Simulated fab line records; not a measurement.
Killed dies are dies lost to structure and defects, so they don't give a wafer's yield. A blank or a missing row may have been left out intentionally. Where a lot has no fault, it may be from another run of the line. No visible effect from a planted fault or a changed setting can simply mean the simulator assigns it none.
fab line records || flow sky130
record {"lots": 4, "wafers": 12, "last-day": 50}
route steps=708 shown POLY_CUT@317 SD_P@320 RES_XHIGH@332 SD_N@342 PAD_OPEN@708
lots that met no fault: from a run of the same line without faults
start-h: hours from the record's first day to the start of the lot's first wafer shown || wait-h: hours since the lot's step before || " repeats the value in the row above || L1.1+2: several wafers, shown together as one row || - value missing, or start not given || * or withheld: withheld || < > ~ a bound
route shown NAME@n: a module of which the file shows steps, and the number in the route of the first || usual: mean/standard deviation taken from wafers without a fault || same: alike in all rows || chamber/n: place in a boat || sites: readings site by site || _std_site: standard deviation across them || _edge_site: outer sites' mean less inner sites' || radius-mm: for every site, how far away it sits from the centre of the wafer || mask NAME#n: copy n || behind: the last tool/chamber to shape the wafer || hold: the reason the lot was held/the length of the hold in hours/how it ended || device: the n, p or np transistor that did not switch || end of line: at the end of the route, the tests of the same wafers || a step given without rows: its recipe and nothing more || killed: dies that structure and defects cost at the first sort, which is not the same as the wafer's yield || map: a wafer's dies, marking killed ones x, the rest . and places with no die _
set.NAME: the setting as run; set.NAME@STEP: as run at that earlier step || model.NAME: the simulator's own value behind a step, which no gauge read
a table for each step, a row for each wafer; lots at some steps of the route
services: from which hour (start-h, from the record's first day; less than 0 if before it) a tool's chamber was out of use, for how many hours, and why
## steps
# step SKY_POLY_CUT_ETCH_10
# recipe {"chemistry": "N2/H2", "target": "BARC", "ion-energy-ev": 200, "source-w": 500, "bias-w": 100, "pressure-mtorr": 30, "n2-flow-sccm": 100, "h2-flow-sccm": 200, "stop-on": "SiO2", "time-s": 45.9, "target-depth-a": 600}
# step SKY_POLY_CUT_ETCH_11
# recipe {"target": "Si3N4", "chemistry": "CF4/CH2F2/Ar", "stop-on": "poly-Si", "source-w": 600, "bias-w": 150, "pressure-mtorr": 40, "cf4-flow-sccm": 40, "ch2f2-flow-sccm": 20, "Ar_flow_sccm": 150, "time-s": 41.59, "target-depth-a": 600}
# step SKY_POLY_CUT_STRIP_12
# recipe {"chemistry": "O2/N2", "power-w": 1400, "pressure-mtorr": 1500, "platen-temp-c": "withheld", "o2-flow-sccm": 3000, "n2-flow-sccm": 300, "overash-fraction": 0.5}
# step SKY_SD_P_DEHYDRATE_00
# recipe {"temp-c": 200, "time-s": 60}
# step SKY_SD_P_HMDS_01
# recipe {"prime-time-s": 60, "prime-temp-c": 120}
# step SKY_SD_P_COAT_02
# recipe {"resist": "NOVOLAK", "spin-rpm": 3000, "resist-thk-nm": 1140}
# step SKY_SD_P_SOFTBAKE_03
# recipe {"temp-c": 90, "time-s": 60, "resist": "NOVOLAK"}
# step SKY_SD_P_EXPOSE_04
# recipe {"mask-id": "PSDM", "na": 0.6, "source-shape": "conventional", "sigma-outer": 0.6, "polarization": "unpolarized", "target-cd-nm": 380, "dose-mj": 138}
# step SKY_SD_P_PEB_05
# recipe {"temp-c": "withheld", "time-s": "*", "resist": "NOVOLAK"}
# step SKY_SD_P_DEVELOP_06
# recipe {"resist": "NOVOLAK", "developer": "TMAH", "develop-time-s": 60, "dev-temp-c": 23}
# step SKY_SD_P_IMPLANT_09
# recipe {"species": "BF2", "energy-kev": 19.72, "dose-cm2": 3e+15, "tilt-deg": 0}
# usual {"beam-on-s": "13.1/0.74", "dose-ions-cm2": "3e+15/3.4e+12"}
{"lot.wafer": "L744.2", "tool": "implanter-04", "chamber": 0, "start-h": 629.02, "wait-h": 0.0, "beam-on-s": 14.2, "dose-ions-cm2": 2.992e+15}
{"lot.wafer": "L744.4", "tool": "implanter-04", "chamber": 0, "start-h": 629.02, "wait-h": 0.0, "beam-on-s": 14.8, "dose-ions-cm2": 2.995e+15}
{"lot.wafer": "L744.6", "tool": "implanter-04", "chamber": 0, "start-h": 629.02, "wait-h": 0.0, "beam-on-s": 14.0, "dose-ions-cm2": 2.994e+15}
{"lot.wafer": "L756.2", "tool": "implanter-04", "chamber": 0, "start-h": 734.95, "wait-h": 0.0, "beam-on-s": 17.3, "dose-ions-cm2": 3.686e+15}
{"lot.wafer": "L756.4", "tool": "implanter-04", "chamber": 0, "start-h": 734.95, "wait-h": 0.0, "beam-on-s": 17.6, "dose-ions-cm2": 3.679e+15}
{"lot.wafer": "L756.6", "tool": "implanter-04", "chamber": 0, "start-h": 734.95, "wait-h": 0.0, "beam-on-s": 17.2, "dose-ions-cm2": 3.682e+15}
{"lot.wafer": "L755.1", "tool": "implanter-04", "chamber": 0, "start-h": 737.45, "wait-h": 0.0, "beam-on-s": 16.8, "dose-ions-cm2": 3.687e+15}
{"lot.wafer": "L755.3", "tool": "implanter-04", "chamber": 0, "start-h": 737.45, "wait-h": 0.0, "beam-on-s": 16.9, "dose-ions-cm2": 3.692e+15}
{"lot.wafer": "L755.5", "tool": "implanter-04", "chamber": 0, "start-h": 737.45, "wait-h": 0.0, "beam-on-s": 17.1, "dose-ions-cm2": 3.686e+15}
{"lot.wafer": "L759.2", "tool": "implanter-02", "chamber": 0, "start-h": 753.89, "wait-h": 0.0, "beam-on-s": 12.1, "dose-ions-cm2": 3.005e+15}
{"lot.wafer": "L759.4", "tool": "implanter-02", "chamber": 0, "start-h": 753.89, "wait-h": 0.0, "beam-on-s": 12.6, "dose-ions-cm2": 3.005e+15}
{"lot.wafer": "L759.5", "tool": "implanter-02", "chamber": 0, "start-h": 753.89, "wait-h": 0.0, "beam-on-s": 12.4, "dose-ions-cm2": 3.007e+15}
# step SKY_SD_P_STRIP_10
# recipe {"chemistry": "O2/N2", "power-w": 1400, "pressure-mtorr": 1500, "platen-temp-c": "withheld", "o2-flow-sccm": 3000, "n2-flow-sccm": 300, "overash-fraction": 0.5}
# usual {"drypump-motor-current-A": "5.5/0.39", "oes-product-au": "0.618/0.0049", "strip-time-to-endpoint-s": "17.45/0.045"}
{"lot.wafer": "L744.2", "tool": "plasma-asher-02", "chamber": 1, "start-h": 629.15, "wait-h": 0.1, "drypump-motor-current-A": 5.4, "oes-product-au": 0.627, "rf-hours-counter-h": 82, "strip-time-to-endpoint-s": 17.55}
{"lot.wafer": "L744.4", "tool": "plasma-asher-02", "chamber": 1, "start-h": 629.15, "wait-h": 0.1, "drypump-motor-current-A": 5.4, "oes-product-au": 0.624, "rf-hours-counter-h": "-", "strip-time-to-endpoint-s": 17.54}
{"lot.wafer": "L744.6", "tool": "plasma-asher-02", "chamber": 0, "start-h": 629.15, "wait-h": 0.1, "drypump-motor-current-A": 6.0, "oes-product-au": 0.626, "rf-hours-counter-h": "-", "strip-time-to-endpoint-s": 17.49}
{"lot.wafer": "L756.2", "tool": "plasma-asher-04", "chamber": 1, "start-h": 735.07, "wait-h": 0.1, "drypump-motor-current-A": 5.0, "oes-product-au": 0.605, "rf-hours-counter-h": 57, "strip-time-to-endpoint-s": 17.94}
{"lot.wafer": "L756.4", "tool": "plasma-asher-04", "chamber": 1, "start-h": 735.07, "wait-h": 0.1, "drypump-motor-current-A": 5.0, "oes-product-au": 0.608, "rf-hours-counter-h": "-", "strip-time-to-endpoint-s": 17.85}
{"lot.wafer": "L756.6", "tool": "plasma-asher-04", "chamber": 0, "start-h": 735.07, "wait-h": 0.1, "drypump-motor-current-A": 5.7, "oes-product-au": 0.605, "rf-hours-counter-h": "-", "strip-time-to-endpoint-s": 17.88}
{"lot.wafer": "L755.1", "tool": "plasma-asher-01", "chamber": 1, "start-h": 737.60, "wait-h": 0.1, "drypump-motor-current-A": 5.8, "oes-product-au": 0.605, "rf-hours-counter-h": 30, "strip-time-to-endpoint-s": 17.84}
{"lot.wafer": "L755.3", "tool": "plasma-asher-01", "chamber": 0, "start-h": 737.60, "wait-h": 0.1, "drypump-motor-current-A": 4.9, "oes-product-au": 0.608, "rf-hours-counter-h": "-", "strip-time-to-endpoint-s": 17.84}
{"lot.wafer": "L755.5", "tool": "plasma-asher-01", "chamber": 1, "start-h": 737.60, "wait-h": 0.1, "drypump-motor-current-A": 5.8, "oes-product-au": 0.606, "rf-hours-counter-h": "-", "strip-time-to-endpoint-s": 17.79}
{"lot.wafer": "L759.2", "tool": "plasma-asher-02", "chamber": 0, "start-h": 754.01, "wait-h": 0.1, "drypump-motor-current-A": 6.0, "oes-product-au": 0.619, "rf-hours-counter-h": 94, "strip-time-to-endpoint-s": 17.46}
{"lot.wafer": "L759.4", "tool": "plasma-asher-02", "chamber": 0, "start-h": 754.01, "wait-h": 0.1, "drypump-motor-current-A": 6.0, "oes-product-au": 0.622, "rf-hours-counter-h": "-", "strip-time-to-endpoint-s": 17.45}
{"lot.wafer": "L759.5", "tool": "plasma-asher-02", "chamber": 0, "start-h": 754.01, "wait-h": 0.1, "drypump-motor-current-A": 6.0, "oes-product-au": 0.616, "rf-hours-counter-h": "-", "strip-time-to-endpoint-s": 17.43}
# step SKY_RES_XHIGH_DEHYDRATE_00
# recipe {"temp-c": 200, "time-s": 60}
# step SKY_RES_XHIGH_HMDS_01
# recipe {"prime-time-s": 60, "prime-temp-c": 120}
# step SKY_RES_XHIGH_COAT_02
# recipe {"resist": "NOVOLAK", "spin-rpm": 3000, "resist-thk-nm": 1140}
# step SKY_RES_XHIGH_SOFTBAKE_03
# recipe {"temp-c": 90, "time-s": 60, "resist": "NOVOLAK"}
# step SKY_RES_XHIGH_EXPOSE_04
# recipe {"mask-id": "URPM", "na": 0.6, "source-shape": "conventional", "sigma-outer": 0.6, "polarization": "unpolarized", "target-cd-nm": 1270, "dose-mj": 140}
# step SKY_RES_XHIGH_PEB_05
# recipe {"temp-c": "withheld", "time-s": "*", "resist": "NOVOLAK"}
# step SKY_RES_XHIGH_DEVELOP_06
# recipe {"resist": "NOVOLAK", "developer": "TMAH", "develop-time-s": 60, "dev-temp-c": 23}
# step SKY_RES_XHIGH_IMPLANT_07
# recipe {"species": "BF2", "energy-kev": 20, "dose-cm2": 3.6e+14, "tilt-deg": 0}
# step SKY_RES_XHIGH_STRIP_08
# recipe {"chemistry": "O2/N2", "power-w": 1400, "pressure-mtorr": 1500, "platen-temp-c": "withheld", "o2-flow-sccm": 3000, "n2-flow-sccm": 300, "overash-fraction": 0.5}
# step SKY_SD_N_DEHYDRATE_00
# recipe {"temp-c": 200, "time-s": 60}
# step SKY_SD_N_HMDS_01
# recipe {"prime-time-s": 60, "prime-temp-c": 120}
# step SKY_SD_N_COAT_02
# recipe {"resist": "NOVOLAK", "spin-rpm": 3000, "resist-thk-nm": 1140}
# step SKY_SD_N_SOFTBAKE_03
# recipe {"temp-c": 90, "time-s": 60, "resist": "NOVOLAK"}
# step SKY_SD_N_EXPOSE_04
# recipe {"mask-id": "NSDM", "na": 0.6, "source-shape": "conventional", "sigma-outer": 0.6, "polarization": "unpolarized", "target-cd-nm": 380, "dose-mj": 141}
# step SKY_SD_N_PEB_05
# recipe {"temp-c": "withheld", "time-s": "*", "resist": "NOVOLAK"}
# step SKY_SD_N_DEVELOP_06
# recipe {"resist": "NOVOLAK", "developer": "TMAH", "develop-time-s": 60, "dev-temp-c": 23}
# step SKY_SD_N_IMPLANT_09
# recipe {"species": "As", "energy-kev": 50, "dose-cm2": 4e+15, "tilt-deg": 0}
# step SKY_SD_N_IMPLANT_10
# recipe {"species": "P", "energy-kev": 20, "dose-cm2": 1e+14, "tilt-deg": 0}
# step SKY_SD_N_STRIP_11
# recipe {"chemistry": "O2/N2", "power-w": 1400, "pressure-mtorr": 1500, "platen-temp-c": "withheld", "o2-flow-sccm": 3000, "n2-flow-sccm": 300, "overash-fraction": 0.5}
# step SKY_SD_N_CLEAN_13
# recipe {"chemistry": "SC1/SC2", "mix": "1:4:20", "temp-c": 70, "time-s": 150, "dry": "n2-spin"}
# step SKY_SD_N_RTA_14
# recipe {"temp-c": 1075, "time-s": 2, "idle-temp-c": 650, "ramp-up-c-per-s": 150, "ramp-down-c-per-s": 90, "ambient": "N2"}
# step SKY_SD_N_RS_MEAS_17
# recipe {"thk-meas-gauge": "four-point-probe"}
# usual {"SD_P_RS": "147.8/0.37"}
{"lot.wafer": "L744.2", "tool": "film-metro-02", "chamber": "-", "start-h": 687.24, "wait-h": 0.1, "SD_P_RS[ohm/sq]": 148.0}
{"lot.wafer": "L744.4", "tool": "film-metro-02", "chamber": "-", "start-h": 687.24, "wait-h": 0.1, "SD_P_RS[ohm/sq]": 147.8}
{"lot.wafer": "L744.6", "tool": "film-metro-02", "chamber": "-", "start-h": 687.24, "wait-h": 0.1, "SD_P_RS[ohm/sq]": 147.6}
{"lot.wafer": "L756.2", "tool": "film-metro-04", "chamber": "-", "start-h": 790.24, "wait-h": 0.1, "SD_P_RS[ohm/sq]": 144.7}
{"lot.wafer": "L756.4", "tool": "film-metro-04", "chamber": "-", "start-h": 790.24, "wait-h": 0.1, "SD_P_RS[ohm/sq]": 145.5}
{"lot.wafer": "L756.6", "tool": "film-metro-04", "chamber": "-", "start-h": 790.24, "wait-h": 0.1, "SD_P_RS[ohm/sq]": 145.5}
{"lot.wafer": "L755.1", "tool": "film-metro-01", "chamber": "-", "start-h": 791.42, "wait-h": 0.1, "SD_P_RS[ohm/sq]": 144.7}
{"lot.wafer": "L755.3", "tool": "film-metro-01", "chamber": "-", "start-h": 791.42, "wait-h": 0.1, "SD_P_RS[ohm/sq]": 144.5}
{"lot.wafer": "L755.5", "tool": "film-metro-01", "chamber": "-", "start-h": 791.42, "wait-h": 0.1, "SD_P_RS[ohm/sq]": 144.9}
{"lot.wafer": "L759.2", "tool": "film-metro-02", "chamber": "-", "start-h": 807.62, "wait-h": 0.1, "SD_P_RS[ohm/sq]": 148.2}
{"lot.wafer": "L759.4", "tool": "film-metro-02", "chamber": "-", "start-h": 807.62, "wait-h": 0.1, "SD_P_RS[ohm/sq]": 148.3}
{"lot.wafer": "L759.5", "tool": "film-metro-02", "chamber": "-", "start-h": 807.62, "wait-h": 0.1, "SD_P_RS[ohm/sq]": 148.3}
# step SKY_PAD_OPEN_PROBE_99
# usual {"killed_at_M0_to_M3": "45/7.5", "killed_at_M4_up": "2.8/1.9", "killed-at-contacts": "25/5.5", "killed-at-front-end": "14/4", "killed-dies": "87/9.4", "killed-open": "47/6.6", "killed-short": "39/6.6"}
# same {"gross-dies": 492, "killed-at-back-side": 0, "killed-at-other": 0}
{"lot.wafer": "L744.2", "tool": "prober-02", "chamber": "-", "start-h": 1110.11, "wait-h": 0.1, "killed_at_M0_to_M3": 36, "killed_at_M4_up": 4, "killed-at-contacts": 24, "killed-at-front-end": 17, "killed-dies": 81, "killed-open": 48, "killed-short": 33, "model.etest.res-high-po.line-ohm-um": 749.7, "model.etest.licon-high-po.rc-ohm": 345.4, "model.etest.res-pdiff.line-ohm-um": 1379, "model.etest.licon-pdiff.rc-ohm": 597.3, "model.etest.res-high-po.rs-ohm-sq": 260.5, "model.etest.res-pdiff-hv.rs-ohm-sq": 194.4, "model.etest.res-pdiff.rs-ohm-sq": 200.1}
{"lot.wafer": "L744.4", "tool": "prober-02", "chamber": "-", "start-h": 1110.21, "wait-h": 0.2, "killed_at_M0_to_M3": 35, "killed_at_M4_up": 1, "killed-at-contacts": 28, "killed-at-front-end": 13, "killed-dies": 77, "killed-open": 38, "killed-short": 39, "model.etest.res-high-po.line-ohm-um": 751.1, "model.etest.licon-high-po.rc-ohm": 350.6, "model.etest.res-pdiff.line-ohm-um": 1393, "model.etest.licon-pdiff.rc-ohm": 590.5, "model.etest.res-high-po.rs-ohm-sq": 262.1, "model.etest.res-pdiff-hv.rs-ohm-sq": 193.8, "model.etest.res-pdiff.rs-ohm-sq": 201}
{"lot.wafer": "L744.6", "tool": "prober-02", "chamber": "-", "start-h": 1110.31, "wait-h": 0.2, "killed_at_M0_to_M3": 36, "killed_at_M4_up": 6, "killed-at-contacts": 23, "killed-at-front-end": 20, "killed-dies": 85, "killed-open": 42, "killed-short": 43, "model.etest.res-high-po.line-ohm-um": 739.1, "model.etest.licon-high-po.rc-ohm": 357.2, "model.etest.res-pdiff.line-ohm-um": 1421, "model.etest.licon-pdiff.rc-ohm": 572.7, "model.etest.res-high-po.rs-ohm-sq": 259.7, "model.etest.res-pdiff-hv.rs-ohm-sq": 194.1, "model.etest.res-pdiff.rs-ohm-sq": 199.2}
{"lot.wafer": "L756.2", "tool": "prober-01", "chamber": "-", "start-h": 1181.01, "wait-h": 0.1, "killed_at_M0_to_M3": 30, "killed_at_M4_up": 2, "killed-at-contacts": 27, "killed-at-front-end": 14, "killed-dies": 73, "killed-open": 45, "killed-short": 28, "model.etest.res-high-po.line-ohm-um": 657, "model.etest.licon-high-po.rc-ohm": 282.8, "model.etest.res-pdiff.line-ohm-um": 1247, "model.etest.licon-pdiff.rc-ohm": 557.5, "model.etest.res-high-po.rs-ohm-sq": 227.2, "model.etest.res-pdiff-hv.rs-ohm-sq": 180.1, "model.etest.res-pdiff.rs-ohm-sq": 186.2}
{"lot.wafer": "L756.4", "tool": "prober-01", "chamber": "-", "start-h": 1181.11, "wait-h": 0.2, "killed_at_M0_to_M3": 53, "killed_at_M4_up": 3, "killed-at-contacts": 18, "killed-at-front-end": 12, "killed-dies": 86, "killed-open": 37, "killed-short": 49, "model.etest.res-high-po.line-ohm-um": 671.5, "model.etest.licon-high-po.rc-ohm": 286.4, "model.etest.res-pdiff.line-ohm-um": 1310, "model.etest.licon-pdiff.rc-ohm": 509, "model.etest.res-high-po.rs-ohm-sq": 235.8, "model.etest.res-pdiff-hv.rs-ohm-sq": 181.2, "model.etest.res-pdiff.rs-ohm-sq": 189.1}
{"lot.wafer": "L756.6", "tool": "prober-01", "chamber": "-", "start-h": 1181.21, "wait-h": 0.2, "killed_at_M0_to_M3": 46, "killed_at_M4_up": 4, "killed-at-contacts": 18, "killed-at-front-end": 23, "killed-dies": 91, "killed-open": 37, "killed-short": 54, "model.etest.res-high-po.line-ohm-um": 669.4, "model.etest.licon-high-po.rc-ohm": 284.4, "model.etest.res-pdiff.line-ohm-um": 1278, "model.etest.licon-pdiff.rc-ohm": 549, "model.etest.res-high-po.rs-ohm-sq": 233.6, "model.etest.res-pdiff-hv.rs-ohm-sq": 177.7, "model.etest.res-pdiff.rs-ohm-sq": 186}
{"lot.wafer": "L755.1", "tool": "prober-02", "chamber": "-", "start-h": 1181.93, "wait-h": 0.1, "killed_at_M0_to_M3": 39, "killed_at_M4_up": 4, "killed-at-contacts": 28, "killed-at-front-end": 12, "killed-dies": 83, "killed-open": 48, "killed-short": 35, "model.etest.res-high-po.line-ohm-um": 663, "model.etest.licon-high-po.rc-ohm": 274.9, "model.etest.res-pdiff.line-ohm-um": 1293, "model.etest.licon-pdiff.rc-ohm": 539.2, "model.etest.res-high-po.rs-ohm-sq": 231.9, "model.etest.res-pdiff-hv.rs-ohm-sq": 178.6, "model.etest.res-pdiff.rs-ohm-sq": 185.9}
{"lot.wafer": "L755.3", "tool": "prober-02", "chamber": "-", "start-h": 1182.03, "wait-h": 0.2, "killed_at_M0_to_M3": 43, "killed_at_M4_up": 3, "killed-at-contacts": 28, "killed-at-front-end": 12, "killed-dies": 86, "killed-open": 54, "killed-short": 32, "model.etest.res-high-po.line-ohm-um": 670.7, "model.etest.licon-high-po.rc-ohm": 300.1, "model.etest.res-pdiff.line-ohm-um": 1311, "model.etest.licon-pdiff.rc-ohm": 561.1, "model.etest.res-high-po.rs-ohm-sq": 233.4, "model.etest.res-pdiff-hv.rs-ohm-sq": 178.6, "model.etest.res-pdiff.rs-ohm-sq": 186.1}
{"lot.wafer": "L755.5", "tool": "prober-02", "chamber": "-", "start-h": 1182.13, "wait-h": 0.2, "killed_at_M0_to_M3": 50, "killed_at_M4_up": 0, "killed-at-contacts": 19, "killed-at-front-end": 15, "killed-dies": 84, "killed-open": 50, "killed-short": 34, "model.etest.res-high-po.line-ohm-um": 654, "model.etest.licon-high-po.rc-ohm": 280.5, "model.etest.res-pdiff.line-ohm-um": 1261, "model.etest.licon-pdiff.rc-ohm": 551.7, "model.etest.res-high-po.rs-ohm-sq": 231, "model.etest.res-pdiff-hv.rs-ohm-sq": 176.8, "model.etest.res-pdiff.rs-ohm-sq": 184.4}
{"lot.wafer": "L759.2", "tool": "prober-01", "chamber": "-", "start-h": 1189.57, "wait-h": 0.1, "killed_at_M0_to_M3": 45, "killed_at_M4_up": 2, "killed-at-contacts": 25, "killed-at-front-end": 17, "killed-dies": 89, "killed-open": 53, "killed-short": 36, "model.etest.res-high-po.line-ohm-um": 744.7, "model.etest.licon-high-po.rc-ohm": 344.5, "model.etest.res-pdiff.line-ohm-um": 1397, "model.etest.licon-pdiff.rc-ohm": 579.2, "model.etest.res-high-po.rs-ohm-sq": 256.2, "model.etest.res-pdiff-hv.rs-ohm-sq": 193, "model.etest.res-pdiff.rs-ohm-sq": 201}
{"lot.wafer": "L759.4", "tool": "prober-01", "chamber": "-", "start-h": 1189.67, "wait-h": 0.2, "killed_at_M0_to_M3": 54, "killed_at_M4_up": 7, "killed-at-contacts": 21, "killed-at-front-end": 12, "killed-dies": 94, "killed-open": 51, "killed-short": 42, "model.etest.res-high-po.line-ohm-um": 746.7, "model.etest.licon-high-po.rc-ohm": 349.4, "model.etest.res-pdiff.line-ohm-um": 1370, "model.etest.licon-pdiff.rc-ohm": 574.6, "model.etest.res-high-po.rs-ohm-sq": 265.6, "model.etest.res-pdiff-hv.rs-ohm-sq": 193.2, "model.etest.res-pdiff.rs-ohm-sq": 200.1}
{"lot.wafer": "L759.5", "tool": "prober-01", "chamber": "-", "start-h": 1189.72, "wait-h": 0.2, "killed_at_M0_to_M3": 46, "killed_at_M4_up": 2, "killed-at-contacts": 24, "killed-at-front-end": 13, "killed-dies": 85, "killed-open": 50, "killed-short": 35, "model.etest.res-high-po.line-ohm-um": 740.1, "model.etest.licon-high-po.rc-ohm": 357.8, "model.etest.res-pdiff.line-ohm-um": 1403, "model.etest.licon-pdiff.rc-ohm": 596.7, "model.etest.res-high-po.rs-ohm-sq": 260.8, "model.etest.res-pdiff-hv.rs-ohm-sq": 192.1, "model.etest.res-pdiff.rs-ohm-sq": 198.5}
# killed by level:class
L744.2 VIA1:geometric-particle:open=9 LI_CONTACT:geometric-particle:open=7 FIELD_ISO:geometric-particle:open=6 CONTACT:geometric-particle:open=6 VIA2:geometric-particle:open=6 METAL1:geometric-particle:short=5 VIA3:geometric-particle:open=5 CONTACT:geometric-particle:short=4
L744.4 CONTACT:geometric-particle:open=11 METAL2:geometric-particle:short=7 LI_CONTACT:geometric-particle:open=6 LI_CONTACT:geometric-particle:short=5 VIA1:geometric-particle:open=5 METAL3:geometric-particle:short=4 POLY_GATE:geometric-particle:short=4 METAL1:geometric-particle:short=4
L744.6 CONTACT:geometric-particle:open=11 VIA1:geometric-particle:open=7 CONTACT:geometric-particle:short=6 VIA1:geometric-particle:short=6 VIA3:geometric-particle:open=6 METAL4:geometric-particle:short=6 FIELD_ISO:geometric-particle:short=5 FIELD_ISO:geometric-particle:open=5
L756.2 CONTACT:geometric-particle:open=14 VIA1:geometric-particle:open=7 LI_CONTACT:geometric-particle:open=7 VIA2:geometric-particle:open=6 METAL1:geometric-particle:short=5 CONTACT:geometric-particle:short=4 FIELD_ISO:geometric-particle:short=3 POLY_GATE:geometric-particle:short=3
L756.4 METAL1:geometric-particle:short=11 VIA1:geometric-particle:open=10 VIA1:geometric-particle:short=8 LOCAL_INTERCONNECT:geometric-particle:short=5 METAL2:geometric-particle:short=5 LI_CONTACT:geometric-particle:open=4 CONTACT:geometric-particle:short=4 VIA2:geometric-particle:open=4
L756.6 VIA1:geometric-particle:open=7 METAL1:geometric-particle:short=7 VIA3:geometric-particle:open=7 VIA3:geometric-particle:short=7 POLY_GATE:geometric-particle:short=6 FIELD_ISO:geometric-particle:short=5 LI_CONTACT:geometric-particle:open=5 CONTACT:geometric-particle:short=5
L755.1 CONTACT:geometric-particle:open=15 VIA1:geometric-particle:open=13 FIELD_ISO:geometric-particle:open=5 VIA3:geometric-particle:open=5 LOCAL_INTERCONNECT:geometric-particle:short=5 METAL1:geometric-particle:short=5 LI_CONTACT:geometric-particle:open=4 METAL4:geometric-particle:short=4
L755.3 LI_CONTACT:geometric-particle:open=9 CONTACT:geometric-particle:open=9 VIA3:geometric-particle:open=9 VIA1:geometric-particle:open=8 VIA2:geometric-particle:open=8 LOCAL_INTERCONNECT:geometric-particle:short=6 FIELD_ISO:geometric-particle:open=5 VIA1:geometric-particle:short=5
L755.5 VIA1:geometric-particle:open=12 CONTACT:geometric-particle:open=9 LI_CONTACT:geometric-particle:open=7 VIA1:geometric-particle:short=7 METAL1:geometric-particle:short=6 VIA2:geometric-particle:open=6 VIA3:geometric-particle:open=6 FIELD_ISO:geometric-particle:open=5
L759.2 CONTACT:geometric-particle:open=16 VIA1:geometric-particle:open=11 VIA1:geometric-particle:short=8 VIA3:geometric-particle:open=6 VIA2:geometric-particle:open=6 LI_CONTACT:geometric-particle:open=4 CONTACT:geometric-particle:short=4 METAL1:geometric-particle:short=4
L759.4 VIA1:geometric-particle:open=17 CONTACT:geometric-particle:open=9 CONTACT:geometric-particle:short=8 VIA3:geometric-particle:open=7 VIA1:geometric-particle:short=6 VIA3:geometric-particle:short=5 VIA2:geometric-particle:open=5 FIELD_ISO:geometric-particle:short=4
L759.5 VIA3:geometric-particle:open=11 VIA1:geometric-particle:open=9 CONTACT:geometric-particle:open=8 LI_CONTACT:geometric-particle:open=7 METAL1:geometric-particle:short=7 VIA1:geometric-particle:short=7 VIA2:geometric-particle:open=5 CONTACT:geometric-particle:short=5
## services
{"tool": "plasma-asher-04", "chamber": "-", "start-h": 617.57, "hours": 4.3, "kind": "repair"}
{"tool": "plasma-asher-01", "chamber": "-", "start-h": 641.11, "hours": 6.0, "kind": "repair"}
{"tool": "implanter-02", "chamber": "-", "start-h": 651.86, "hours": 2.2, "kind": "repair"}
{"tool": "implanter-04", "chamber": "-", "start-h": 665.40, "hours": 3.3, "kind": "pm"}
{"tool": "plasma-asher-01", "chamber": "-", "start-h": 686.55, "hours": 2.7, "kind": "repair"}
{"tool": "plasma-asher-01", "chamber": "-", "start-h": 693.12, "hours": 0.7, "kind": "repair"}
{"tool": "plasma-asher-02", "chamber": "-", "start-h": 696.93, "hours": 8.1, "kind": "repair"}
{"tool": "implanter-04", "chamber": "-", "start-h": 716.28, "hours": 2.4, "kind": "repair"}
{"tool": "plasma-asher-01", "chamber": "-", "start-h": 732.49, "hours": 1.1, "kind": "repair"}
{"tool": "implanter-02", "chamber": "-", "start-h": 745.04, "hours": 3.0, "kind": "pm"}
## key
first-sign {"step": "SKY_SD_P_IMPLANT_09", "reading": "dose-ions-cm2", "direction": "up", "sigmas": "99+", "usual": "*", "struck": "*"}
effect {"step": "SKY_SD_P_IMPLANT_09", "reading": "beam-on-s", "direction": "up", "sigmas": 5.5, "usual": 13.1, "struck": 17.1}
effect {"step": "SKY_SD_P_STRIP_10", "reading": "strip-time-to-endpoint-s", "direction": "up", "sigmas": 9.1, "usual": "*", "struck": "*"}
effect {"step": "SKY_SD_N_RS_MEAS_17", "reading": "SD_P_RS", "direction": "down", "sigmas": 7.7, "usual": 147.8, "struck": 145.0}
model-effect {"step": "SKY_PAD_OPEN_PROBE_99", "value": "etest.res-high-po.line-ohm-um", "without": 754.4, "struck": 664.3}
met-at SKY_SD_P_IMPLANT_09
struck-wafers L755.1,L755.3,L755.5,L756.2,L756.4,L756.6
tester-left-out L755,L756
onset-between 629.02 734.95
fault {"kind": "process-parameter-drift", "tool": "implanter-04", "chamber": "-", "onset-h": 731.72, "steps": "SKY_SD_P_IMPLANT_09", "channel": "dose-cm2", "offset": "*", "shape": "step", "end-h": 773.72, "acts-in": "*", "stated": "*"}
# tester-left-out: of these lots the tester's yield and bins aren't shown, on N5 and GAA mostly nor the transistor test; their killed dies are dies lost to structure and defects alone, not to doping, threshold or leakage, so they don't give the yield
